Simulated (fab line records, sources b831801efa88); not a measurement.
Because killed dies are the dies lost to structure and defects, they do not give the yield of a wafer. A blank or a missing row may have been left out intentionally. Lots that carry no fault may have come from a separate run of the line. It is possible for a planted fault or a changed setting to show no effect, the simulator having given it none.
Which tool was responsible? || flow sky130 || 30 wafers from 12 lots sampled at 3 of the route's 708 steps

== WHAT EACH GAUGE READ, for each wafer ==
SKY_FIELD_ISO_THK_MEAS_25.
{"lot": "L680", "measured": "day 2 07:56", "on": "film_metro-04", "FIELD_ISO_CVD_24_THK (nm)": "587 585 584"}
{"lot": "L681", "measured": "day 2 13:57", "on": "film_metro-04", "FIELD_ISO_CVD_24_THK (nm)": "587 593 589"}
{"lot": "L682", "measured": "day 2 17:37", "on": "film_metro-04", "FIELD_ISO_CVD_24_THK (nm)": "596 595 592"}
{"lot": "L684", "measured": "day 3 06:02", "on": "film_metro-03", "FIELD_ISO_CVD_24_THK (nm)": "595 604 603"}
{"lot": "L685", "measured": "day 3 09:20", "on": "film_metro-01", "FIELD_ISO_CVD_24_THK (nm)": "592 599 603"}
{"lot": "L686", "measured": "day 3 14:52", "on": "film_metro-03", "FIELD_ISO_CVD_24_THK (nm)": "606 601 602"}
{"lot": "L688", "measured": "day 3 23:47", "on": "film_metro-01", "FIELD_ISO_CVD_24_THK (nm)": "914 915"}
{"lot": "L689", "measured": "day 4 06:07", "on": "film_metro-01", "FIELD_ISO_CVD_24_THK (nm)": "911 912"}
{"lot": "L692", "measured": "day 5 03:11", "on": "film_metro-01", "FIELD_ISO_CVD_24_THK (nm)": "905 905"}
{"lot": "L696", "measured": "day 5 22:30", "on": "film_metro-01", "FIELD_ISO_CVD_24_THK (nm)": "597 599 608"}
{"lot": "L700", "measured": "day 6 16:34", "on": "film_metro-01", "FIELD_ISO_CVD_24_THK (nm)": "603 600 600"}
{"lot": "L702", "measured": "day 7 07:03", "on": "film_metro-04", "FIELD_ISO_CVD_24_THK (nm)": "598 605 609"}

== TOOL THAT RAN EACH LOT (tool first, then ch and the chambers of the sampled wafers, then the start) ==
{"lot": "L680", "SKY_FIELD_ISO_STRIP_16": "plasma_asher-01 ch 0,1, day 2 04:35", "SKY_FIELD_ISO_CVD_24": "hdpcvd-01 ch 0,1, day 2 07:50"}
{"lot": "L681", "SKY_FIELD_ISO_STRIP_16": "plasma_asher-03 ch 0,1, day 2 10:53", "SKY_FIELD_ISO_CVD_24": "hdpcvd-01 ch 0,2, day 2 13:52"}
{"lot": "L682", "SKY_FIELD_ISO_STRIP_16": "plasma_asher-03 ch 0,1, day 2 15:52", "SKY_FIELD_ISO_CVD_24": "hdpcvd-01 ch 0,1,2, day 2 17:32"}
{"lot": "L684", "SKY_FIELD_ISO_STRIP_16": "plasma_asher-03 ch 0,1, day 3 03:51", "SKY_FIELD_ISO_CVD_24": "hdpcvd-02 ch 0,2, day 3 05:58"}
{"lot": "L685", "SKY_FIELD_ISO_STRIP_16": "plasma_asher-02 ch 0,1, day 3 07:02", "SKY_FIELD_ISO_CVD_24": "hdpcvd-01 ch 1,2, day 3 09:14"}
{"lot": "L686", "SKY_FIELD_ISO_STRIP_16": "plasma_asher-01 ch 0,1, day 3 11:47", "SKY_FIELD_ISO_CVD_24": "hdpcvd-01 ch 0,1,2, day 3 14:48"}
{"lot": "L688", "SKY_FIELD_ISO_STRIP_16": "plasma_asher-01 ch 1, day 3 22:04", "SKY_FIELD_ISO_CVD_24": "hdpcvd-01 ch 0, day 3 23:43"}
{"lot": "L689", "SKY_FIELD_ISO_STRIP_16": "plasma_asher-01 ch 1, day 4 03:36", "SKY_FIELD_ISO_CVD_24": "hdpcvd-01 ch 0, day 4 06:02"}
{"lot": "L692", "SKY_FIELD_ISO_STRIP_16": "plasma_asher-03 ch 0, day 4 20:59", "SKY_FIELD_ISO_CVD_24": "hdpcvd-01 ch 1, day 5 03:07"}
{"lot": "L696", "SKY_FIELD_ISO_STRIP_16": "plasma_asher-02 ch 0,1, day 5 20:45", "SKY_FIELD_ISO_CVD_24": "hdpcvd-02 ch 0,1,2, day 5 22:26"}
{"lot": "L700", "SKY_FIELD_ISO_STRIP_16": "plasma_asher-03 ch 0, day 6 14:02", "SKY_FIELD_ISO_CVD_24": "hdpcvd-02 ch 0,1, day 6 16:29"}
{"lot": "L702", "SKY_FIELD_ISO_STRIP_16": "plasma_asher-01 ch 0,1, day 7 02:30", "SKY_FIELD_ISO_CVD_24": "hdpcvd-02 ch 1,2, day 7 06:59"}
- SKY_FIELD_ISO_STRIP_16: strips in O2/N2.
- SKY_FIELD_ISO_CVD_24: deposits SiO2, target thk 595 nm, time 99.2 s.

== WHAT THE TOOLS THEMSELVES READ (means of the sampled wafers that have a number; where no wafer has one, the mark that the record gives instead) ==
SKY_FIELD_ISO_STRIP_16.
{"lot": "L680", "tool": "plasma_asher-01", "drypump_motor_current_A (A)": 5.4, "oes_product_au (a.u.)": 0.379, "strip_time_to_endpoint_s (s)": 3.50}
{"lot": "L681", "tool": "plasma_asher-03", "drypump_motor_current_A (A)": 5.0, "oes_product_au (a.u.)": 0.377, "strip_time_to_endpoint_s (s)": 3.48}
{"lot": "L682", "tool": "plasma_asher-03", "drypump_motor_current_A (A)": 5.1, "oes_product_au (a.u.)": 0.379, "strip_time_to_endpoint_s (s)": 3.53}
{"lot": "L684", "tool": "plasma_asher-03", "drypump_motor_current_A (A)": 5.1, "oes_product_au (a.u.)": 0.379, "strip_time_to_endpoint_s (s)": 3.51}
{"lot": "L685", "tool": "plasma_asher-02", "drypump_motor_current_A (A)": 5.8, "oes_product_au (a.u.)": 0.374, "strip_time_to_endpoint_s (s)": 3.52}
{"lot": "L686", "tool": "plasma_asher-01", "drypump_motor_current_A (A)": 5.3, "oes_product_au (a.u.)": 0.377, "strip_time_to_endpoint_s (s)": 3.55}
{"lot": "L688", "tool": "plasma_asher-01", "drypump_motor_current_A (A)": 5.4, "oes_product_au (a.u.)": 0.383, "strip_time_to_endpoint_s (s)": 3.55}
{"lot": "L689", "tool": "plasma_asher-01", "drypump_motor_current_A (A)": 5.5, "oes_product_au (a.u.)": 0.378, "strip_time_to_endpoint_s (s)": 3.54}
{"lot": "L692", "tool": "plasma_asher-03", "drypump_motor_current_A (A)": 5.2, "oes_product_au (a.u.)": 0.373, "strip_time_to_endpoint_s (s)": 3.51}
{"lot": "L696", "tool": "plasma_asher-02", "drypump_motor_current_A (A)": 5.8, "oes_product_au (a.u.)": 0.380, "strip_time_to_endpoint_s (s)": 3.51}
{"lot": "L700", "tool": "plasma_asher-03", "drypump_motor_current_A (A)": 5.3, "oes_product_au (a.u.)": 0.375, "strip_time_to_endpoint_s (s)": 3.46}
{"lot": "L702", "tool": "plasma_asher-01", "drypump_motor_current_A (A)": 5.3, "oes_product_au (a.u.)": 0.373, "strip_time_to_endpoint_s (s)": 3.49}

SKY_FIELD_ISO_CVD_24.
{"lot": "L680", "tool": "hdpcvd-01", "sih4_flow_sccm (sccm)": 60.13}
{"lot": "L681", "tool": "hdpcvd-01", "sih4_flow_sccm (sccm)": 59.84}
{"lot": "L682", "tool": "hdpcvd-01", "sih4_flow_sccm (sccm)": 59.78}
{"lot": "L684", "tool": "hdpcvd-02", "sih4_flow_sccm (sccm)": 60.23}
{"lot": "L685", "tool": "hdpcvd-01", "sih4_flow_sccm (sccm)": 60.10}
{"lot": "L686", "tool": "hdpcvd-01", "sih4_flow_sccm (sccm)": 60.02}
{"lot": "L688", "tool": "hdpcvd-01", "sih4_flow_sccm (sccm)": 59.91}
{"lot": "L689", "tool": "hdpcvd-01", "sih4_flow_sccm (sccm)": 60.07}
{"lot": "L692", "tool": "hdpcvd-01", "sih4_flow_sccm (sccm)": 60.23}
{"lot": "L696", "tool": "hdpcvd-02", "sih4_flow_sccm (sccm)": 59.90}
{"lot": "L700", "tool": "hdpcvd-02", "sih4_flow_sccm (sccm)": 59.98}
{"lot": "L702", "tool": "hdpcvd-02", "sih4_flow_sccm (sccm)": 60.09}

== THE ANSWER, worked out from the rows above alone ==
Rule: usual is defined by the lots themselves. Put in order of their means at a reading, lots are off if they are a third of the lots or fewer, leave a main group of 4 or more, and stand apart from it by a gap of 3 or more times the standard deviation of the main group's means; of several such gaps the widest counts. If all means in a main group match to the digits the tables above print for the reading, that group is not used. Also off: a lot with no number at a reading for which 4 or more lots have one. Any other lot the step has rows for is counted as sound. The gauges are gone through in route order, then the tools' own readings, and for those a lot's mean is taken as printed above. The first step at which some lot is off is used, and at that step the reading that is off furthest; a lot without a number counts as furthest.
Off: at SKY_FIELD_ISO_THK_MEAS_25 (FIELD_ISO_CVD_24_THK), L688, L689, L692. Main group: mean 597 nm, sd 6.
A tool fits if, at a process step before that reading, it ran every lot that is off, and no sound lot after the first of them. The gauges at SKY_FIELD_ISO_THK_MEAS_25 are tried like those tools. One candidate fits, namely hdpcvd-01 at SKY_FIELD_ISO_CVD_24. Its last sound lot is L686 (day 3 14:48), its first lot that is off L688 (day 3 23:43): a fault that began between those two fits.

== WHAT HAD BEEN PUT IN BY THE SIMULATOR ==
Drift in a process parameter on hdpcvd-01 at SKY_FIELD_ISO_CVD_24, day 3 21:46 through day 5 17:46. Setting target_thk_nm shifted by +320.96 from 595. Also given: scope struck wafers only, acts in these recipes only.
Struck lots among those shown: L688, L689, L692. The rule above reached the same finding.
